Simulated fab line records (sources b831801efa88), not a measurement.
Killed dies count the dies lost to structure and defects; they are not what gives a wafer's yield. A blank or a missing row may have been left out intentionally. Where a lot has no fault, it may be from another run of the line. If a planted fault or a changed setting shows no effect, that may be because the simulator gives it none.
Which of the tools did it? :: flow gf180mcu :: 39 wafers from 13 lots sampled at 4 of the route's 602 steps

== WHAT THE GAUGES READ, wafer by wafer ==
GF_VT_IMPLANT_RS_MEAS_49: measurement is done with a four-point probe.
lot: L362
measured: day 7 15:46
on: film metro-01
MVPSD_RS (ohm/sq): 1164.5 1164.8 1166.4

lot: L363
measured: day 8 01:03
on: film metro-02
MVPSD_RS (ohm/sq): 1171.3 1172.1 1171.5

lot: L364
measured: day 8 07:14
on: film metro-04
MVPSD_RS (ohm/sq): 1166.3 1165.9 1165.4

lot: L365
measured: day 8 16:16
on: film metro-01
MVPSD_RS (ohm/sq): 1171.4 1171.8 1171.8

lot: L371
measured: day 10 05:56
on: film metro-02
MVPSD_RS (ohm/sq): 1169.9 1170.0 1167.2

lot: L372
measured: day 10 14:22
on: film metro-01
MVPSD_RS (ohm/sq): 1171.7 1169.4 1170.9

lot: L373
measured: day 10 20:24
on: film metro-01
MVPSD_RS (ohm/sq): 1096.2 1093.3 1094.7

lot: L374
measured: day 11 00:37
on: film metro-02
MVPSD_RS (ohm/sq): 1089.3 1092.6 1092.2

lot: L377
measured: day 12 00:41
on: film metro-02
MVPSD_RS (ohm/sq): 1171.5 1170.5 1171.1

lot: L378
measured: day 12 09:38
on: film metro-01
MVPSD_RS (ohm/sq): 1168.9 1170.8 1168.3

lot: L382
measured: day 13 09:01
on: film metro-01
MVPSD_RS (ohm/sq): 1168.2 1166.7 1167.8

lot: L383
measured: day 13 17:35
on: film metro-01
MVPSD_RS (ohm/sq): 1169.2 1168.4 1168.7

lot: L384
measured: day 13 22:35
on: film metro-04
MVPSD_RS (ohm/sq): 1167.1 1168.8 1169.1

GF_SAB_OVL_MEAS_10.
lot: L362
measured: day 15 05:12
on: overlay-02
SAB_OVL (nm): 0.9 -0.9 0.7

lot: L363
measured: day 15 16:20
on: overlay-01
SAB_OVL (nm): -2.6 -1.9 -1.2

lot: L364
measured: day 15 22:16
on: overlay-01
SAB_OVL (nm): 1.7 3.7 3.0

lot: L365
measured: day 16 12:35
on: overlay-02
SAB_OVL (nm): 4.3 3.7 2.4

lot: L371
measured: day 18 15:06
on: overlay-02
SAB_OVL (nm): 2.0 1.0 -0.5

lot: L372
measured: day 19 06:02
on: overlay-02
SAB_OVL (nm): 1.6 -0.1 1.4

lot: L373
measured: day 19 09:23
on: overlay-01
SAB_OVL (nm): 0.6 -0.1 0.8

lot: L374
measured: day 19 15:14
on: overlay-01
SAB_OVL (nm): 0.4 1.9 2.1

lot: L377
measured: day 20 21:56
on: overlay-01
SAB_OVL (nm): 1.0 1.1 0.9

lot: L378
measured: day 21 12:52
on: overlay-02
SAB_OVL (nm): 0.4 0.8 2.2

lot: L382
measured: day 22 11:07
on: overlay-02
SAB_OVL (nm): 0.0 2.6 2.3

lot: L383
measured: day 22 19:25
on: overlay-01
SAB_OVL (nm): 2.0 1.5 1.0

lot: L384
measured: day 23 02:55
on: overlay-02
SAB_OVL (nm): -1.0 0.8 1.3

== EACH LOT AND THE TOOL THAT RAN IT (in order: tool; ch and the chambers of the sampled wafers; start) ==
lot: L362
GF_MVPSD_IMPLANT_09: implanter-01 ch 0, day 5 04:11
GF_PSD_RTA_13: rtp anneal-02 ch 0, day 14 07:11

lot: L363
GF_MVPSD_IMPLANT_09: implanter-01 ch 0, day 5 10:56
GF_PSD_RTA_13: rtp anneal-01 ch 0, day 14 19:08

lot: L364
GF_MVPSD_IMPLANT_09: implanter-03 ch 0, day 5 17:56
GF_PSD_RTA_13: rtp anneal-02 ch 0, day 15 00:21

lot: L365
GF_MVPSD_IMPLANT_09: implanter-02 ch 0, day 6 00:56
GF_PSD_RTA_13: rtp anneal-01 ch 0, day 15 14:20

lot: L371
GF_MVPSD_IMPLANT_09: implanter-03 ch 0, day 7 10:31
GF_PSD_RTA_13: rtp anneal-02 ch 0, day 17 14:45

lot: L372
GF_MVPSD_IMPLANT_09: implanter-01 ch 0, day 7 18:17
GF_PSD_RTA_13: rtp anneal-02 ch 0, day 18 05:47

lot: L373
GF_MVPSD_IMPLANT_09: implanter-03 ch 0, day 7 23:01
GF_PSD_RTA_13: rtp anneal-02 ch 0, day 18 09:05

lot: L374
GF_MVPSD_IMPLANT_09: implanter-03 ch 0, day 8 03:31
GF_PSD_RTA_13: rtp anneal-02 ch 0, day 18 15:02

lot: L377
GF_MVPSD_IMPLANT_09: implanter-02 ch 0, day 8 22:53
GF_PSD_RTA_13: rtp anneal-02 ch 0, day 19 21:23

lot: L378
GF_MVPSD_IMPLANT_09: implanter-02 ch 0, day 9 06:50
GF_PSD_RTA_13: rtp anneal-01 ch 0, day 20 13:10

lot: L382
GF_MVPSD_IMPLANT_09: implanter-01 ch 0, day 10 04:37
GF_PSD_RTA_13: rtp anneal-01 ch 0, day 21 11:13

lot: L383
GF_MVPSD_IMPLANT_09: implanter-02 ch 0, day 10 11:44
GF_PSD_RTA_13: rtp anneal-01 ch 0, day 21 20:13

lot: L384
GF_MVPSD_IMPLANT_09: implanter-02 ch 0, day 10 17:23
GF_PSD_RTA_13: rtp anneal-01 ch 0, day 22 03:44
- GF_MVPSD_IMPLANT_09
- GF_PSD_RTA_13: time 20 s.

== AS READ BY THE TOOLS THEMSELVES (means over the sampled wafers that have a number; for cases with no such wafer, the mark the record gives instead) ==
GF_MVPSD_IMPLANT_09.
lot: L362
tool: implanter-01
beam on s (s): 9.89
dose ions cm2: 5e+12
faraday current uA: 28.6

lot: L363
tool: implanter-01
beam on s (s): 9.86
dose ions cm2: 5e+12
faraday current uA: 28.7

lot: L364
tool: implanter-03
beam on s (s): 10.23
dose ions cm2: 5e+12
faraday current uA: 27.5

lot: L365
tool: implanter-02
beam on s (s): 10.22
dose ions cm2: 5e+12
faraday current uA: 27.6

lot: L371
tool: implanter-03
beam on s (s): 10.17
dose ions cm2: 5e+12
faraday current uA: 27.7

lot: L372
tool: implanter-01
beam on s (s): 10.03
dose ions cm2: 5e+12
faraday current uA: 28.0

lot: L373
tool: implanter-03
beam on s (s): 9.87
dose ions cm2: 7e+12
faraday current uA: 40.1

lot: L374
tool: implanter-03
beam on s (s): 9.88
dose ions cm2: 7e+12
faraday current uA: 40.1

lot: L377
tool: implanter-02
beam on s (s): 9.98
dose ions cm2: 5e+12
faraday current uA: 28.3

lot: L378
tool: implanter-02
beam on s (s): 9.92
dose ions cm2: 5e+12
faraday current uA: 28.4

lot: L382
tool: implanter-01
beam on s (s): 10.00
dose ions cm2: 5e+12
faraday current uA: 28.2

lot: L383
tool: implanter-02
beam on s (s): 9.85
dose ions cm2: 5e+12
faraday current uA: 28.7

lot: L384
tool: implanter-02
beam on s (s): 9.88
dose ions cm2: 5e+12
faraday current uA: 28.5

GF_PSD_RTA_13.
lot: L362
tool: rtp anneal-02
lamp power pct (%): 39
wafer_temp_C_max: 1028.3

lot: L363
tool: rtp anneal-01
lamp power pct (%): 33
wafer_temp_C_max: 1030.0

lot: L364
tool: rtp anneal-02
lamp power pct (%): 39
wafer_temp_C_max: 1027.3

lot: L365
tool: rtp anneal-01
lamp power pct (%): 33
wafer_temp_C_max: 1030.5

lot: L371
tool: rtp anneal-02
lamp power pct (%): 39
wafer_temp_C_max: 1027.8

lot: L372
tool: rtp anneal-02
lamp power pct (%): 39
wafer_temp_C_max: 1027.3

lot: L373
tool: rtp anneal-02
lamp power pct (%): 39
wafer_temp_C_max: 1027.7

lot: L374
tool: rtp anneal-02
lamp power pct (%): 39
wafer_temp_C_max: 1027.5

lot: L377
tool: rtp anneal-02
lamp power pct (%): 39
wafer_temp_C_max: 1027.3

lot: L378
tool: rtp anneal-01
lamp power pct (%): 33
wafer_temp_C_max: 1030.7

lot: L382
tool: rtp anneal-01
lamp power pct (%): 33
wafer_temp_C_max: 1029.4

lot: L383
tool: rtp anneal-01
lamp power pct (%): 33
wafer_temp_C_max: 1030.3

lot: L384
tool: rtp anneal-01
lamp power pct (%): 33
wafer_temp_C_max: 1029.7

== THE ANSWER, worked out from the rows above alone ==
Rule: what is usual is taken from the lots themselves. The widest of any qualifying gaps counts: lots, ordered by their means at a reading, are off when they make up no more than a third of the lots, leave a main group of 4 or more, and stand apart from it by 3 or more times the standard deviation of that group's means. Not used: any main group whose means are identical at the precision the tables above print for the reading. A lot without any number at a reading at which 4 lots or more have one is off too. Where the step has rows for the other lots, those lots are counted as sound. The gauges are gone through in route order, then the tools' own readings, and for those a lot's mean is taken as printed above. At the first step where some lot is off, the reading lying furthest off is the one used; lots without a number count as furthest.
Off: L373, L374, at GF_VT_IMPLANT_RS_MEAS_49 (MVPSD_RS). For the main group the mean is 1169.0 ohm/sq and the standard deviation 2.1.
If a tool, at a process step before that reading, ran all the lots that are off and no sound lot after the first of them, it fits. The gauges at GF_VT_IMPLANT_RS_MEAS_49 aren't tried: what is off there is off at GF_MVPSD_IMPLANT_09 too, on other tools, and a gauge's error can't cause that. One fits: GF_MVPSD_IMPLANT_09 on implanter-03. Its last sound lot is L371 (day 7 10:31), its first lot that is off L373 (day 7 23:01): a fault that began between those two fits.
The tool's own readings at GF_MVPSD_IMPLANT_09 bear it out: on the lots that are off they differ by more than 5 times the standard deviation of the sound lots' means. dose ions cm2 reads 7e+12 there against 5e+12 on the sound lots; faraday current uA reads 40.1 there against 28.2 on the sound lots.

== WHAT THE SIMULATOR HAD INSERTED ==
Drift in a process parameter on implanter-03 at GF_MVPSD_IMPLANT_09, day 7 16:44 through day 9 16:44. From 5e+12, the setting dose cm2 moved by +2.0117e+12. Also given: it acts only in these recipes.
Shown lots that were struck: L373, L374. This agrees with what the rule above found.
